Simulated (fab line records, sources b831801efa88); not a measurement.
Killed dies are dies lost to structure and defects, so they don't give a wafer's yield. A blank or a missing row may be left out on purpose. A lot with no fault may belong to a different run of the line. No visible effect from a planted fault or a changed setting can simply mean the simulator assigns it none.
A single fault, viewed from 2 desks ; flow gf180mcu ; only its own numbers are on each desk; what lay behind them is given at the end

## THE METROLOGY DESK
What the gauges read for every lot (on any tool): the sampled wafers with a number, averaged. Marked OUT: a lot whose mean sits more than 4 standard deviations from the usual mean, which makes it out of limits; the brackets give that distance.
Columns: A = DUAL_GATE_OVL at GF_DUAL_GATE_OVL_MEAS_11, usual -0.8 nm; B = HV_LDD_OVL at GF_HV_LDD_OVL_MEAS_08, usual -0.3 nm; C = cd-nm at GF_HV_LDD_CD_MEAS_19, usual 400.4 nm
lot;first seen here;A;B;C
L872;day 8 11:11;-0.2;-1.2;403.6
L875;day 9 05:18;-1.8;1.7;398.3
L876;day 9 14:29;-1.2;0.9;400.2
L877;day 9 17:14;-1.0;0.7;400.6
L879;day 10 05:57;1.1;-3.0;401.4
L880;day 10 14:32;-0.5;-0.2;396.9
L882;day 11 04:47;-0.4;-0.2;403.5
L883;day 11 12:23;1.2;0.1;401.0
L884;day 11 19:41;0.2;-0.4;399.9
L888;day 13 04:02;-0.2;0.3;398.3
L890;day 13 13:35;-2.1;0.3;398.6
L891;day 13 18:38;-1.3;-1.0;400.2
L894;day 14 15:53;0.0;0.7;398.6
L895;day 15 00:29;-1.2;-2.3;403.0
Finding of this desk: none of the 14 lots has anything out of limits.

## TOOL OWNER'S DESK, rie-si-02
The tool's own readings at GF_POLY_GATE_ETCH_13 (etches poly-Si in HBr/Cl2, stops on SiO2, target depth 198.5 nm, time 69.6 s): means of the sampled wafers that have a number, for each lot that ran on this tool. Marked OUT: a lot whose mean sits more than 4 standard deviations from the usual mean, which makes it out of limits; the brackets give that distance.
Columns: A = drypump-motor-current-A at GF_POLY_GATE_ETCH_13, usual 5.4 A; B = mfc-cl2-sccm at GF_POLY_GATE_ETCH_13, usual 50.03 sccm; C = oes-product-au at GF_POLY_GATE_ETCH_13, usual 0.989 a.u.; D = run-length-s at GF_POLY_GATE_ETCH_13, usual 98.0 s; E = throttle-valve-pct at GF_POLY_GATE_ETCH_13, usual 33.685 %
lot;first seen here;A;B;C;D;E
L872;day 9 07:41;5.7;50.11;0.996;98.0;33.681
L876;day 10 12:45;5.3;49.96;0.997;98.1;33.683
L879;day 11 04:00;5.3;49.82;0.997;97.9;33.687
L883;day 12 11:20;5.4;50.02;0.993;79.0 (-36) OUT;33.683
L884;day 12 19:44;5.4;50.04;0.987;79.6 (-35) OUT;33.688
L894;day 15 16:48;5.5;50.12;0.989;98.2;33.687
This desk's verdict: out of limits on L883, L884, starting with L883 at day 12 11:20 (run-length-s at GF_POLY_GATE_ETCH_13). Within limits: L872, L876, L879, L894.

## BROUGHT TOGETHER
On L883, L884, at day 12 11:20, an alarm was possible from the tool owner's desk.
Nothing out of limits was seen by the metrology desk.
The metrology desk has L883, L884 on record, within its limits.
All the named lots went through GF_POLY_GATE_ETCH_13 on rie-si-02.

## WHAT THE SIMULATOR HAD INSERTED
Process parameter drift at GF_POLY_GATE_ETCH_13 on rie-si-02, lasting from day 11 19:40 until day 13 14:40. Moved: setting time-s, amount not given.
Shown lots that were struck: L883, L884.
How many hours passed from the start of the fault until each desk's first out-of-limits reading: the tool owner's desk, 16.
